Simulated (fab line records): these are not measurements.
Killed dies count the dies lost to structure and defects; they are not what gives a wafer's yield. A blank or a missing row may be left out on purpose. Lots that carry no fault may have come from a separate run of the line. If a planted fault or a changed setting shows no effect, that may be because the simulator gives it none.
What tool caused it? -- flow sky130 -- 11 lots, 31 wafers sampled, at 3 steps of a route of 708

WHAT THE GAUGES SHOWED, per wafer
SKY_CONTACT_RS_MEAS_25: a four-point-probe measurement.
lot,measured,on,CONTACT_W_RS (ohm/sq)
L956,day 33 10:55,filmMetro-04,0.344 0.340 0.344
L957,day 34 04:37,filmMetro-04,0.336 0.336 0.334
L960,day 34 15:18,filmMetro-04,0.344 0.341 0.339
L962,day 35 13:27,filmMetro-04,0.347 0.339 0.342
L963,day 35 17:20,filmMetro-01,0.349 0.352 0.352
L964,day 36 02:26,filmMetro-01,0.328 0.332 0.335
L965,day 36 19:50,filmMetro-01,0.480
L967,day 36 22:10,filmMetro-04,0.345 0.479 0.346
L970,day 37 15:47,filmMetro-04,0.345 0.338 0.341
L973,day 38 18:07,filmMetro-03,0.345 0.343 0.342
L974,day 38 23:28,filmMetro-03,0.340 0.342 0.341

EACH LOT AND THE TOOL THAT RAN IT (in order: tool; ch and the chambers of the sampled wafers; start)
lot,SKY_LOCAL_INTERCONNECT_STRIP_15,SKY_CONTACT_CVD_24
L956,"plasmaAsher-02 ch 0,1, day 32 04:45","cvdW-02 ch 0,1, day 33 10:47"
L957,"plasmaAsher-01 ch 0, day 32 22:15","cvdW-02 ch 0, day 34 04:30"
L960,"plasmaAsher-01 ch 0,1, day 33 09:02","cvdW-01 ch 0,1, day 34 15:11"
L962,"plasmaAsher-04 ch 0,1, day 34 08:23","cvdW-02 ch 0,1, day 35 13:19"
L963,"plasmaAsher-04 ch 0,1, day 34 12:21","cvdW-02 ch 1, day 35 17:14"
L964,"plasmaAsher-01 ch 0,1, day 34 20:48","cvdW-01 ch 1, day 36 02:13"
L965,"plasmaAsher-02 ch 1, day 35 14:16","cvdW-02 ch 0, day 36 19:43"
L967,"plasmaAsher-02 ch 0,1, day 35 16:56","cvdW-02 ch 0,1, day 36 22:04"
L970,"plasmaAsher-04 ch 1, day 36 10:36","cvdW-01 ch 0,1, day 37 15:40"
L973,"plasmaAsher-04 ch 0,1, day 37 13:31","cvdW-01 ch 0,1, day 38 17:59"
L974,"plasmaAsher-01 ch 0,1, day 37 19:09","cvdW-01 ch 0,1, day 38 23:22"
- SKY_LOCAL_INTERCONNECT_STRIP_15: strips in O2/N2.
- SKY_CONTACT_CVD_24: deposits W, target thk 340 nm, time 102.12 s.

THE ANSWER, worked out from the rows above alone
Rule: what is usual is taken from the lots themselves. The widest of any qualifying gaps counts: lots, ordered by their means at a reading, are off when they make up no more than a third of the lots, leave a main group of 4 or more, and stand apart from it by 3 or more times the standard deviation of that group's means. The tables above print the reading to a certain number of digits; a main group whose means all agree to those digits is not used. Also off: a lot with no number at a reading for which 4 or more lots have one. Where the step has rows for the other lots, those lots are counted as sound.
Off: L965, L967, seen at SKY_CONTACT_RS_MEAS_25 (CONTACT_W_RS). Main group: mean 0.341 ohm/sq, sd 0.0051.
A tool fits if, at a process step before that reading, it ran every lot that is off, and no sound lot after the first of them. The gauges at SKY_CONTACT_RS_MEAS_25 are tried like those tools. 2 tools fit, plasmaAsher-02 at SKY_LOCAL_INTERCONNECT_STRIP_15 and cvdW-02 at SKY_CONTACT_CVD_24, so this cannot tell which one it is.

WHAT THE SIMULATOR PUT IN
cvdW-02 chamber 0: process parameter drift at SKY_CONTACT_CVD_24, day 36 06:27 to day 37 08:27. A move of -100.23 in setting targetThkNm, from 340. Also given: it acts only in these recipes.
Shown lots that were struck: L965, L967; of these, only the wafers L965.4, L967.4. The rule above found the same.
